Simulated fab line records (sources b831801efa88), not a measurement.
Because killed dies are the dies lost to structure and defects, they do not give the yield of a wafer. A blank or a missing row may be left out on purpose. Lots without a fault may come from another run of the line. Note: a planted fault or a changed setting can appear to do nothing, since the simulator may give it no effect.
Which tool is to blame? || flow sky130 || 10 lots with 30 wafers sampled at 4 steps, on a route of 708 steps

## WHAT THE GAUGES SHOWED, per wafer
SKY_VIA4_BOW_MEAS_03. Usual: VIA4_BOW typically reads 80 um, with standard deviation 8.3.
{"lot": "L109", "measured": "day 42 01:42", "on": "filmMetro-03", "VIA4_BOW (um)": "77 85 84", "flag": ""}
{"lot": "L112", "measured": "day 42 15:26", "on": "filmMetro-01", "VIA4_BOW (um)": "85 74 74", "flag": ""}
{"lot": "L113", "measured": "day 42 23:37", "on": "filmMetro-03", "VIA4_BOW (um)": "82 88 88", "flag": ""}
{"lot": "L116", "measured": "day 44 08:07", "on": "filmMetro-01", "VIA4_BOW (um)": "90 77 77", "flag": ""}
{"lot": "L117", "measured": "day 44 08:59", "on": "filmMetro-03", "VIA4_BOW (um)": "84 86 80", "flag": ""}
{"lot": "L119", "measured": "day 44 11:18", "on": "filmMetro-04", "VIA4_BOW (um)": "76 83 80", "flag": ""}
{"lot": "L120", "measured": "day 44 21:45", "on": "filmMetro-01", "VIA4_BOW (um)": "88 80 76", "flag": ""}
{"lot": "L125", "measured": "day 46 03:58", "on": "filmMetro-01", "VIA4_BOW (um)": "98 95 76", "flag": ""}
{"lot": "L128", "measured": "day 46 18:49", "on": "filmMetro-01", "VIA4_BOW (um)": "72 67 76", "flag": ""}
{"lot": "L129", "measured": "day 47 01:16", "on": "filmMetro-04", "VIA4_BOW (um)": "78 81 67", "flag": ""}

SKY_PASSIVATION_THK_MEAS_03. Usual: PASSIVATION_CVD_02_THK typically reads 538 nm, with standard deviation 6.1.
{"lot": "L109", "measured": "day 44 01:31", "on": "filmMetro-01", "PASSIVATION_CVD_02_THK (nm)": "534 550 545", "flag": ""}
{"lot": "L112", "measured": "day 44 15:23", "on": "filmMetro-04", "PASSIVATION_CVD_02_THK (nm)": "528 537 538", "flag": ""}
{"lot": "L113", "measured": "day 44 23:37", "on": "filmMetro-04", "PASSIVATION_CVD_02_THK (nm)": "537 532 534", "flag": ""}
{"lot": "L116", "measured": "day 46 06:01", "on": "filmMetro-01", "PASSIVATION_CVD_02_THK (nm)": "534 536 539", "flag": ""}
{"lot": "L117", "measured": "day 46 06:37", "on": "filmMetro-04", "PASSIVATION_CVD_02_THK (nm)": "528 526 536", "flag": ""}
{"lot": "L119", "measured": "day 46 09:08", "on": "filmMetro-04", "PASSIVATION_CVD_02_THK (nm)": "493 491 496", "flag": "OFF"}
{"lot": "L120", "measured": "day 46 18:10", "on": "filmMetro-01", "PASSIVATION_CVD_02_THK (nm)": "493 502 505", "flag": "OFF"}
{"lot": "L125", "measured": "day 47 22:16", "on": "filmMetro-02", "PASSIVATION_CVD_02_THK (nm)": "532 529 542", "flag": ""}
{"lot": "L128", "measured": "day 48 12:54", "on": "filmMetro-04", "PASSIVATION_CVD_02_THK (nm)": "540 536 539", "flag": ""}
{"lot": "L129", "measured": "day 48 17:55", "on": "filmMetro-01", "PASSIVATION_CVD_02_THK (nm)": "534 532 543", "flag": ""}

## WHAT TOOL EACH LOT RAN ON (gives the tool, then ch and the chambers of the sampled wafers, and finally the start)
{"lot": "L109", "SKY_METAL5_DESCUM_14": "rieMetal-03 ch 0,1, day 44 00:18", "SKY_PASSIVATION_CVD_02": "pecvd-02 ch 0,1, day 44 01:16"}
{"lot": "L112", "SKY_METAL5_DESCUM_14": "rieMetal-03 ch 0, day 44 13:55", "SKY_PASSIVATION_CVD_02": "pecvd-03 ch 0,1,2, day 44 15:09"}
{"lot": "L113", "SKY_METAL5_DESCUM_14": "rieMetal-03 ch 0,1, day 44 22:27", "SKY_PASSIVATION_CVD_02": "pecvd-04 ch 0,1,2, day 44 23:24"}
{"lot": "L116", "SKY_METAL5_DESCUM_14": "rieMetal-04 ch 0,1, day 46 04:48", "SKY_PASSIVATION_CVD_02": "pecvd-03 ch 1,2, day 46 05:47"}
{"lot": "L117", "SKY_METAL5_DESCUM_14": "rieMetal-02 ch 1, day 46 05:07", "SKY_PASSIVATION_CVD_02": "pecvd-03 ch 0,1,2, day 46 06:23"}
{"lot": "L119", "SKY_METAL5_DESCUM_14": "rieMetal-04 ch 0,1, day 46 07:53", "SKY_PASSIVATION_CVD_02": "pecvd-03 ch 0,1, day 46 08:55"}
{"lot": "L120", "SKY_METAL5_DESCUM_14": "rieMetal-03 ch 0,1, day 46 16:26", "SKY_PASSIVATION_CVD_02": "pecvd-03 ch 0,1,2, day 46 17:56"}
{"lot": "L125", "SKY_METAL5_DESCUM_14": "rieMetal-02 ch 0,1, day 47 21:05", "SKY_PASSIVATION_CVD_02": "pecvd-02 ch 0,1, day 47 22:02"}
{"lot": "L128", "SKY_METAL5_DESCUM_14": "rieMetal-04 ch 0,1, day 48 11:44", "SKY_PASSIVATION_CVD_02": "pecvd-04 ch 0,1,2, day 48 12:41"}
{"lot": "L129", "SKY_METAL5_DESCUM_14": "rieMetal-03 ch 0,1, day 48 16:44", "SKY_PASSIVATION_CVD_02": "pecvd-02 ch 1,2, day 48 17:41"}
- SKY_METAL5_DESCUM_14: chemistry O2, time 11 s.
- SKY_PASSIVATION_CVD_02: deposits Si3N4, target thk 540 nm.

## AS READ BY THE TOOLS THEMSELVES (means over the sampled wafers that have a number; for cases with no such wafer, the mark the record gives instead)
SKY_METAL5_DESCUM_14. Usual: drypumpMotorCurrentA 5.8 A, standard deviation 0.38; oesProductAu 1.000 a.u., standard deviation 0.0061.
{"lot": "L109", "tool": "rieMetal-03", "drypumpMotorCurrentA (A)": 5.3, "oesProductAu (a.u.)": 1.003, "flag": ""}
{"lot": "L112", "tool": "rieMetal-03", "drypumpMotorCurrentA (A)": 5.8, "oesProductAu (a.u.)": 1.001, "flag": ""}
{"lot": "L113", "tool": "rieMetal-03", "drypumpMotorCurrentA (A)": 5.6, "oesProductAu (a.u.)": 0.997, "flag": ""}
{"lot": "L116", "tool": "rieMetal-04", "drypumpMotorCurrentA (A)": 5.8, "oesProductAu (a.u.)": 0.997, "flag": ""}
{"lot": "L117", "tool": "rieMetal-02", "drypumpMotorCurrentA (A)": 6.2, "oesProductAu (a.u.)": 1.010, "flag": ""}
{"lot": "L119", "tool": "rieMetal-04", "drypumpMotorCurrentA (A)": 5.9, "oesProductAu (a.u.)": 0.999, "flag": ""}
{"lot": "L120", "tool": "rieMetal-03", "drypumpMotorCurrentA (A)": 5.6, "oesProductAu (a.u.)": 0.998, "flag": ""}
{"lot": "L125", "tool": "rieMetal-02", "drypumpMotorCurrentA (A)": 6.2, "oesProductAu (a.u.)": 1.002, "flag": ""}
{"lot": "L128", "tool": "rieMetal-04", "drypumpMotorCurrentA (A)": 5.9, "oesProductAu (a.u.)": 1.002, "flag": ""}
{"lot": "L129", "tool": "rieMetal-03", "drypumpMotorCurrentA (A)": 5.4, "oesProductAu (a.u.)": 0.994, "flag": ""}

SKY_PASSIVATION_CVD_02. Usual: heaterPowerW at 759 W, with a standard deviation of 120.
{"lot": "L109", "tool": "pecvd-02", "heaterPowerW (W)": 820, "flag": ""}
{"lot": "L112", "tool": "pecvd-03", "heaterPowerW (W)": 804, "flag": ""}
{"lot": "L113", "tool": "pecvd-04", "heaterPowerW (W)": 675, "flag": ""}
{"lot": "L116", "tool": "pecvd-03", "heaterPowerW (W)": 672, "flag": ""}
{"lot": "L117", "tool": "pecvd-03", "heaterPowerW (W)": 769, "flag": ""}
{"lot": "L119", "tool": "pecvd-03", "heaterPowerW (W)": 756, "flag": ""}
{"lot": "L120", "tool": "pecvd-03", "heaterPowerW (W)": 770, "flag": ""}
{"lot": "L125", "tool": "pecvd-02", "heaterPowerW (W)": 812, "flag": ""}
{"lot": "L128", "tool": "pecvd-04", "heaterPowerW (W)": 688, "flag": ""}
{"lot": "L129", "tool": "pecvd-02", "heaterPowerW (W)": 823, "flag": ""}

## THE ANSWER, worked out from the rows above alone
Rule: a lot is off if the mean of its wafers that have a number lies more than 3 standard deviations from the usual mean. Also off: a lot with no number at a reading for which 4 or more lots have one. Where the step has rows for the other lots, those lots are counted as sound. Order of review: gauges by route order, followed by the tools' own readings, for which a lot's mean as printed above is used. The first step at which some lot is off is used, and at that step the reading that is off furthest; a lot without a number counts as furthest.
Off: L119, L120, seen at SKY_PASSIVATION_THK_MEAS_03 (PASSIVATION_CVD_02_THK).
If a tool, at a process step before that reading, ran all the lots that are off and no sound lot after the first of them, it fits. The gauges at SKY_PASSIVATION_THK_MEAS_03 are tried like those tools. One fits: SKY_PASSIVATION_CVD_02 on pecvd-03. A fault onset in the window from L117 (day 46 06:23, its last sound lot) to L119 (day 46 08:55, its first lot off) fits.

## WHAT THE SIMULATOR HAD INSERTED
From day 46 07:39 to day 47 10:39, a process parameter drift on pecvd-03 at SKY_PASSIVATION_CVD_02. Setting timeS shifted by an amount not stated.
Shown lots that were struck: L119, L120. The rule above reached the same finding.
